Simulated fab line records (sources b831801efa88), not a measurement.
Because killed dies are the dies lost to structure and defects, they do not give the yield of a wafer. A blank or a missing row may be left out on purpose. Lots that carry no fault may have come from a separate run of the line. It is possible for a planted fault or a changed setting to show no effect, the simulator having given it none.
Chamber matching | flow gf180mcu | GF_V3_CMP_26 on cmp-02: 4 sister chambers
The step polishes, stops on SiO2, t overpolish 15 s, target thk 0 nm. 4 wafers are shown with their chamber, then 7 later ones without.

WAFERS PAIRED WITH THEIR CHAMBERS
wafer  | chamber | motor-current-A (A)
L863.3 | 2       | 10.7
L863.6 | 3       | 11.6
L868.1 | 0       | 11.0
L868.2 | 1       | 11.1

WAFERS MISSING THEIR CHAMBER
wafer  | motor-current-A (A)
L868.5 | 11.4
L869.1 | 10.5
L869.4 | 11.5
L869.6 | 10.1
L872.2 | 10.2
L872.3 | 9.8
L872.6 | 11.3

WHICH CHAMBER EACH WENT THROUGH
wafer  | from the rows above               | in truth
L868.5 | can't be placed: 3 or 1 or 0 or 2 | 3
L869.1 | can't be placed: 2 or 0 or 1 or 3 | 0
L869.4 | can't be placed: 3 or 1 or 0 or 2 | 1
L869.6 | can't be placed: 2 or 0 or 1 or 3 | 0
L872.2 | can't be placed: 2 or 0 or 1 or 3 | 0
L872.3 | can't be placed: 2 or 0 or 1 or 3 | 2
L872.6 | can't be placed: 1 or 3 or 0 or 2 | 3
Correctly placed: 0 of 7. Unplaceable from these rows: 7, with the true chamber sitting among the candidates in 7. Placed wrongly: 0.
How it was worked out, from the rows above alone: a wafer's distance from a chamber is the root of the sum, over the readings, of the square of ((its reading less the chamber's mean) divided by the reading's scatter). The wafer belongs to the nearest chamber; if the next one is less than 2 further off, it can't be placed. Each chamber's mean is taken over the wafers shown for it. The scatter (one wafer shown for each chamber): square how far every hidden wafer sits from the nearest shown wafer, average those squares and take the square root.
